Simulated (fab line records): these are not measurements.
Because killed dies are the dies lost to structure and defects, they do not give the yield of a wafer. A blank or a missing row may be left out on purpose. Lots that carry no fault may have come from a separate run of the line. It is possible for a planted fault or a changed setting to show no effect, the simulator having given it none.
Chamber matching | flow gf180mcu | GF_PASSIVATION_ETCH_11 on rie diel-02: 4 sister chambers
The step etches the open film in CF4/O2, stops on TiN, target depth 1800 nm, time 400 s. 16 wafers are shown with their chamber, then 8 later ones without.

## WAFERS WITH THEIR CHAMBER
wafer  | chamber | drypump motor current A (A) | oes product au (a.u.) | throttle valve pct (%)
L075.3 | 0       | 6.0                         | 0.951                 | 5.945
L075.4 | 3       | 5.3                         | 0.979                 | 5.949
L075.6 | 2       | 4.8                         | 0.962                 | 5.949
L079.1 | 3       | 5.2                         | 0.967                 | 5.959
L079.4 | 1       | 5.7                         | 0.962                 | 5.954
L079.5 | 3       | 5.2                         | 0.960                 | 5.946
L080.2 | 1       | 5.7                         | 0.949                 | 5.952
L080.3 | 0       | 6.0                         | 0.959                 | 5.943
L080.5 | 2       | 4.8                         | 0.953                 | 5.945
L081.1 | 1       | 5.8                         | 0.950                 | 5.961
L081.2 | 0       | 6.0                         | 0.949                 | 5.962
L081.6 | 2       | 4.8                         | 0.954                 | 5.959
L085.2 | 2       | 4.8                         | 0.952                 | 5.958
L085.3 | 3       | 5.3                         | 0.949                 | 5.966
L085.4 | 1       | 5.7                         | 0.965                 | 5.963
L084.1 | 0       | 5.9                         | 0.955                 | 5.964

SIGNATURES, as means of the wafers listed above
reading                 | chamber 0 | chamber 1 | chamber 2 | chamber 3 | scatter within a chamber
drypump motor current A | 5.975     | 5.725     | 4.800     | 5.250     | 0.0456
oes product au          | 0.95350   | 0.95650   | 0.95525   | 0.96375   | 0.00815
throttle valve pct      | 5.95350   | 5.95750   | 5.95275   | 5.95500   | 0.00839
Rule: for each reading, subtract the chamber's mean from the wafer's reading, divide by that reading's scatter and square the result; add these up over the readings and take the root, which gives the wafer's distance from the chamber. If the next closest chamber is less than 2 further off than the closest, the wafer can't be placed; otherwise it belongs to the closest. The scatter is the square root of a quotient: the sum, over the shown wafers, of each reading's squared deviation from its chamber's mean, divided by wafers minus chambers.

## WAFERS WITHOUT THEIR CHAMBER
wafer  | drypump motor current A (A) | oes product au (a.u.) | throttle valve pct (%)
L084.2 | 4.8                         | 0.956                 | 5.951
L084.3 | 5.2                         | 0.959                 | 5.962
L084.4 | 5.7                         | 0.972                 | 5.978
L084.5 | 5.9                         | 0.968                 | 5.958
L084.6 | 5.7                         | 0.959                 | 5.961
L097.2 | 5.8                         | 0.961                 | 5.953
L097.3 | 4.8                         | 0.943                 | 5.938
L097.6 | 5.3                         | 0.959                 | 5.964

## WHICH CHAMBER EACH ONE RAN IN
wafer  | from the rows above     | in truth
L084.2 | 2                       | 2
L084.3 | 3                       | 3
L084.4 | 1                       | 1
L084.5 | can't be placed: 0 or 1 | 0
L084.6 | 1                       | 1
L097.2 | 1                       | 1
L097.3 | 2                       | 2
L097.6 | 3                       | 3
Placed correctly: 7 of 8. Cannot be placed on the basis of these rows: 1; the candidates contain the true chamber in 1. 0 placed wrongly.
